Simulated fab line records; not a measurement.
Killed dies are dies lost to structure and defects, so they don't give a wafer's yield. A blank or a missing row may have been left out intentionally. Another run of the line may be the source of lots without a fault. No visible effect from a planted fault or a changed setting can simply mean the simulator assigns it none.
Which of the tools did it?    flow gf180mcu    14 lots, 40 wafers sampled, at 6 steps of a route of 602

## WHAT THE GAUGES READ, wafer by wafer
GF_HV_LDD_THK_MEAS_57. Usual: HV_LDD_CVD_56_THK gives 89.8 nm (standard deviation 0.89).
lot   measured      on             HV_LDD_CVD_56_THK (nm)  flag
L869  day 13 03:13  film metro-03  89.9 90.7 90.3          
L870  day 13 18:01  film metro-03  89.3 89.2 89.8          
L871  day 13 20:03  film metro-01  89.4 90.1 89.2          
L872  day 14 09:23  film metro-01  90.9 90.4 89.9          
L873  day 14 19:57  film metro-01  89.8 90.1               
L875  day 14 23:38  film metro-04  90.2 90.1               
L883  day 17 22:56  film metro-01  91.6 91.2 90.9          
L884  day 18 00:56  film metro-01  90.0 90.4 90.3          
L885  day 18 07:24  film metro-03  89.6 90.0 89.1          
L887  day 18 23:33  film metro-01  91.6 90.5 91.6          
L888  day 19 08:26  film metro-04  90.0 90.0 89.7          
L889  day 19 20:21  film metro-03  88.9 87.7 89.0          
L890  day 19 23:01  film metro-04  90.0 90.7 90.3          
L891  day 20 05:35  film metro-03  89.4 89.7 90.4          

GF_PSD_CD_MEAS_07: the cd target is 400 nm. Usual: cd nm 400.2 nm, standard deviation 2.
lot   measured      on         cd nm (nm)         flag
L869  day 14 20:44  cd sem-02  398.5 398.7 400.8  
L870  day 15 12:26  cd sem-01  401.6 402.4 400.7  
L871  day 15 13:44  cd sem-02  399.0 402.9 400.4  
L872  day 16 03:32  cd sem-01  400.1 397.1 400.7  
L873  day 16 15:13  cd sem-02  399.9 402.2        
L875  day 16 20:22  cd sem-02  396.4 396.6        
L883  day 20 00:20  cd sem-02  401.7 401.0 401.0  
L884  day 20 02:19  cd sem-02  399.5 398.2 395.6  
L885  day 20 08:40  cd sem-01  400.7 399.9 399.4  
L887  day 21 01:14  cd sem-01  400.8 404.2 402.9  
L888  day 21 10:10  cd sem-02  396.8 400.1 399.4  
L889  day 21 21:29  cd sem-02  400.0 399.9 399.5  
L890  day 21 23:35  cd sem-02  403.5 401.2 403.0  
L891  day 22 05:44  cd sem-02  397.5 396.1 397.9  

GF_PSD_RS_MEAS_14: the measuring method here is four-point-probe. Usual: NSD_RS gives 46.10 ohm/sq (standard deviation 0.077).
lot   measured      on             NSD_RS (ohm/sq)    flag
L869  day 14 21:21  film metro-01  46.15 45.96 46.07  
L870  day 15 13:02  film metro-02  45.96 46.14 46.14  
L871  day 15 14:20  film metro-03  46.05 46.02 46.23  
L872  day 16 04:12  film metro-03  44.96 46.08 46.01  OFF
L873  day 16 15:50  film metro-01  45.01 46.20        OFF
L875  day 16 20:58  film metro-01  44.99 45.97        OFF
L883  day 20 00:56  film metro-03  46.09 46.12 46.22  
L884  day 20 02:58  film metro-02  46.19 46.11 46.12  
L885  day 20 09:22  film metro-02  46.04 46.07 46.16  
L887  day 21 01:50  film metro-03  46.16 46.07 46.10  
L888  day 21 10:47  film metro-02  46.15 46.10 46.16  
L889  day 21 22:06  film metro-02  46.01 45.97 46.05  
L890  day 22 00:11  film metro-02  46.11 46.16 46.18  
L891  day 22 06:20  film metro-03  46.00 45.98 46.00  

GF_PSD_RS_MEAS_15: the measuring method here is four-point-probe. Usual: PSD_RS gives 108.50 ohm/sq (standard deviation 0.24).
lot   measured      on             PSD_RS (ohm/sq)       flag
L869  day 14 21:28  film metro-01  108.40 108.46 108.37  
L870  day 15 13:09  film metro-02  108.43 108.43 108.60  
L871  day 15 14:27  film metro-03  108.61 108.46 108.43  
L872  day 16 04:19  film metro-03  105.54 108.58 108.45  OFF
L873  day 16 15:58  film metro-01  105.71 108.67         OFF
L875  day 16 21:05  film metro-01  105.59 108.06         OFF
L883  day 20 01:03  film metro-03  108.62 108.45 108.73  
L884  day 20 03:05  film metro-02  108.48 108.72 108.68  
L885  day 20 09:29  film metro-02  108.51 108.40 108.74  
L887  day 21 01:57  film metro-03  108.63 108.60 108.40  
L888  day 21 10:54  film metro-02  108.35 108.61 108.19  
L889  day 21 22:13  film metro-02  108.12 107.88 108.04  
L890  day 22 00:19  film metro-02  108.62 108.90 108.54  
L891  day 22 06:28  film metro-03  108.36 107.99 108.44  

GF_SALICIDE_THK_MEAS_05: measures by xrf. Usual: SALICIDE_TIN_THK gives 19.70 nm (standard deviation 0.26).
lot   measured      on             SALICIDE_TIN_THK (nm)  flag
L869  day 15 20:17  film metro-02  19.90 19.66 19.43      
L870  day 16 11:13  film metro-02  19.83 20.00 19.47      
L871  day 16 13:31  film metro-01  19.63 19.68 19.88      
L872  day 17 03:25  film metro-04  19.58 19.47 19.65      
L873  day 17 15:22  film metro-04  19.84 19.76            
L875  day 17 21:17  film metro-04  19.52 19.66            
L883  day 21 01:57  film metro-01  20.17 19.70 19.92      
L884  day 21 03:58  film metro-01  19.22 19.43 19.60      
L885  day 21 10:43  film metro-04  19.92 19.57 19.34      
L887  day 22 02:30  film metro-02  19.63 19.76 19.84      
L888  day 22 11:02  film metro-02  19.69 19.67 19.92      
L889  day 22 22:37  film metro-02  19.58 19.87 20.12      
L890  day 22 23:55  film metro-02  19.71 19.34 19.75      
L891  day 23 06:05  film metro-01  19.89 19.69 19.72      

## TOOL THAT RAN EACH LOT (tool first, then ch and the chambers of the sampled wafers, then the start)
lot   GF_PSD_RTA_13
L869  rtp anneal-01 ch 0, day 14 21:16
L870  rtp anneal-01 ch 0, day 15 12:57
L871  rtp anneal-01 ch 0, day 15 14:15
L872  rtp anneal-01 ch 0, day 16 04:07
L873  rtp anneal-01 ch 0, day 16 15:46
L875  rtp anneal-01 ch 0, day 16 20:52
L883  rtp anneal-01 ch 0, day 20 00:51
L884  rtp anneal-02 ch 0, day 20 02:53
L885  rtp anneal-02 ch 0, day 20 09:11
L887  rtp anneal-01 ch 0, day 21 01:45
L888  rtp anneal-01 ch 0, day 21 10:41
L889  rtp anneal-01 ch 0, day 21 22:01
L890  rtp anneal-02 ch 0, day 22 00:06
L891  rtp anneal-01 ch 0, day 22 06:16
- GF_PSD_RTA_13: time 20 s.

## WHAT THE TOOLS THEMSELVES READ (means of the sampled wafers that have a number; where no wafer has one, the mark that the record gives instead)
GF_PSD_RTA_13. Usual: lamp power pct 32.8 %, standard deviation 0.97; run length s 48.7 s, standard deviation 0.63; wafer_temp_C_max 1028.7, standard deviation 1.
lot   tool           lamp power pct (%)  run length s (s)  wafer_temp_C_max  flag
L869  rtp anneal-01  32.3                48.6              1028.8            
L870  rtp anneal-01  32.3                48.8              1027.9            
L871  rtp anneal-01  32.3                48.6              1028.6            
L872  rtp anneal-01  32.3                50.4              1028.9            
L873  rtp anneal-01  32.3                51.2              1027.8            OFF
L875  rtp anneal-01  32.3                51.1              1028.6            OFF
L883  rtp anneal-01  32.3                48.6              1027.6            
L884  rtp anneal-02  34.7                48.6              1031.1            
L885  rtp anneal-02  34.7                50.7              1030.1            OFF
L887  rtp anneal-01  32.3                48.4              1028.0            
L888  rtp anneal-01  32.3                48.6              1027.9            
L889  rtp anneal-01  32.3                48.4              1027.9            
L890  rtp anneal-02  34.7                48.7              1029.9            
L891  rtp anneal-01  32.3                48.6              1029.8            

## THE ANSWER, worked out from the rows above alone
Rule: a lot counts as off when the mean over its wafers that have a number is more than 3 standard deviations away from the usual mean. Also off: a lot with no number at a reading for which 4 or more lots have one. Any other lot the step has rows for is counted as sound. After the gauges, taken in route order, come the tools' own readings; for these a lot's mean is taken, as printed above. The first step at which some lot is off is used, and at that step the reading that is off furthest; a lot without a number counts as furthest.
Off: L872, L873, L875, at GF_PSD_RS_MEAS_14 (NSD_RS).
If a tool, at a process step before that reading, ran all the lots that are off and no sound lot after the first of them, it fits. The gauges at GF_PSD_RS_MEAS_14 are tried like those tools. Of those tried, none fits.

## WHAT THE SIMULATOR PUT IN
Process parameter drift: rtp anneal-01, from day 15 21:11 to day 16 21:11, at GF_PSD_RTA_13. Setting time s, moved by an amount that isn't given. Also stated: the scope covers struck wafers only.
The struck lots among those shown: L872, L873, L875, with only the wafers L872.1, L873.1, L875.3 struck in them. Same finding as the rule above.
